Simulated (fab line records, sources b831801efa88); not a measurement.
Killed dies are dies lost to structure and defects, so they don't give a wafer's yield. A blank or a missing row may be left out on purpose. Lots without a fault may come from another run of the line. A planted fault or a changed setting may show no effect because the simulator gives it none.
Tool commonality check | flow gf180mcu | 13 lots, 39 wafers sampled

WHY IT WAS OPENED
At GF_VT_IMPLANT_RS_MEAS_49 the reading MVPSD_RS is flagged on 2 of 13 lots. Wafers without a fault read 1168 ohm/sq, standard deviation 3.3.
Rule: a lot is flagged when every wafer of it that has a number lies more than 4 standard deviations from that mean, or none has a number. The other lots count as sound.

lot  | measured     | on            | MVPSD_RS (ohm/sq), wafer by wafer | flag
L625 | day 7 10:05  | film_metro-04 | 1166 1165 1167                    |
L627 | day 7 22:22  | film_metro-01 | 1170 1170 1173                    |
L628 | day 8 19:57  | film_metro-03 | 1167 1168 1169                    |
L630 | day 9 05:50  | film_metro-03 | 1167 1169 1169                    |
L631 | day 9 19:53  | film_metro-04 | 1169 1165 1165                    |
L633 | day 10 01:02 | film_metro-01 | 1173 1172 1172                    |
L632 | day 10 02:07 | film_metro-04 | 1171 1172 1172                    |
L634 | day 10 14:16 | film_metro-01 | 1172 1170 1171                    |
L638 | day 11 06:14 | film_metro-01 | 1144 1144 1145                    | FLAGGED
L639 | day 11 14:16 | film_metro-01 | 1140 1139 1139                    | FLAGGED
L642 | day 12 08:23 | film_metro-03 | 1166 1169 1168                    |
L647 | day 13 19:14 | film_metro-04 | 1169 1171 1174                    |
L648 | day 14 00:55 | film_metro-04 | 1168 1171 1173                    |
The numbers of the flagged lots are 1142 ohm/sq on average: -26 ohm/sq against the usual, or -8 standard deviations.

WHICH TOOL RAN EACH LOT
The record holds 1 process step before the reading, out of a route of 602 steps. In each cell: the tool, then ch and the chambers that the sampled wafers went through, then the start.
lot  | flag    | GF_MVPSD_IMPLANT_08
L625 |         | implanter-03 ch 0, day 4 22:40
L627 |         | implanter-04 ch 0, day 5 08:17
L628 |         | implanter-03 ch 0, day 6 02:49
L630 |         | implanter-03 ch 0, day 6 12:37
L631 |         | implanter-01 ch 0, day 7 00:24
L633 |         | implanter-03 ch 0, day 7 06:10
L632 |         | implanter-04 ch 0, day 7 07:05
L634 |         | implanter-03 ch 0, day 7 17:41
L638 | FLAGGED | implanter-03 ch 0, day 8 07:58
L639 | FLAGGED | implanter-03 ch 0, day 8 14:32
L642 |         | implanter-01 ch 0, day 9 05:56
L647 |         | implanter-04 ch 0, day 10 13:31
L648 |         | implanter-04 ch 0, day 10 17:44
What these steps do:
- GF_MVPSD_IMPLANT_08
- GF_VT_IMPLANT_RS_MEAS_49: measures by four-point-probe.

FLAGGED OVER TOTAL, TOOL BY TOOL (the gauges that took the reading come last)
step                     | tool          | lots run | flagged | share of the flagged lots | sound lots run after its first flagged lot
GF_MVPSD_IMPLANT_08      | implanter-01  | 2        | 0       | none                      | -
GF_MVPSD_IMPLANT_08      | implanter-03  | 7        | 2       | all                       | 0
GF_MVPSD_IMPLANT_08      | implanter-04  | 4        | 0       | none                      | -
GF_VT_IMPLANT_RS_MEAS_49 | film_metro-01 | 5        | 2       | all                       | 0
GF_VT_IMPLANT_RS_MEAS_49 | film_metro-03 | 3        | 0       | none                      | -
GF_VT_IMPLANT_RS_MEAS_49 | film_metro-04 | 5        | 0       | none                      | -

WHAT THE TABLE ALLOWS
2 rows of the table ran every flagged lot: implanter-03 at GF_MVPSD_IMPLANT_08, film_metro-01 at GF_VT_IMPLANT_RS_MEAS_49.
- implanter-03 at GF_MVPSD_IMPLANT_08: 2 of its 7 lots flagged. Its last sound lot is L634 (day 7 17:41), its first flagged lot L638 (day 8 07:58): a fault that began between those two fits. Its own readings lie more than 4 standard deviations out on every wafer of the flagged lots: beam_energy_keV.
- film_metro-01 at GF_VT_IMPLANT_RS_MEAS_49: 2 of its 5 lots flagged. Its last sound lot is L634 (day 10 14:16), its first flagged lot L638 (day 11 06:14): a fault that began between those two fits.
Counting lots can't tell these 2 tools apart, because each fits a fault that began at some hour. More lots, or a look at what each step does to the wafer, might.

WHAT THE SIMULATOR HAD PUT IN
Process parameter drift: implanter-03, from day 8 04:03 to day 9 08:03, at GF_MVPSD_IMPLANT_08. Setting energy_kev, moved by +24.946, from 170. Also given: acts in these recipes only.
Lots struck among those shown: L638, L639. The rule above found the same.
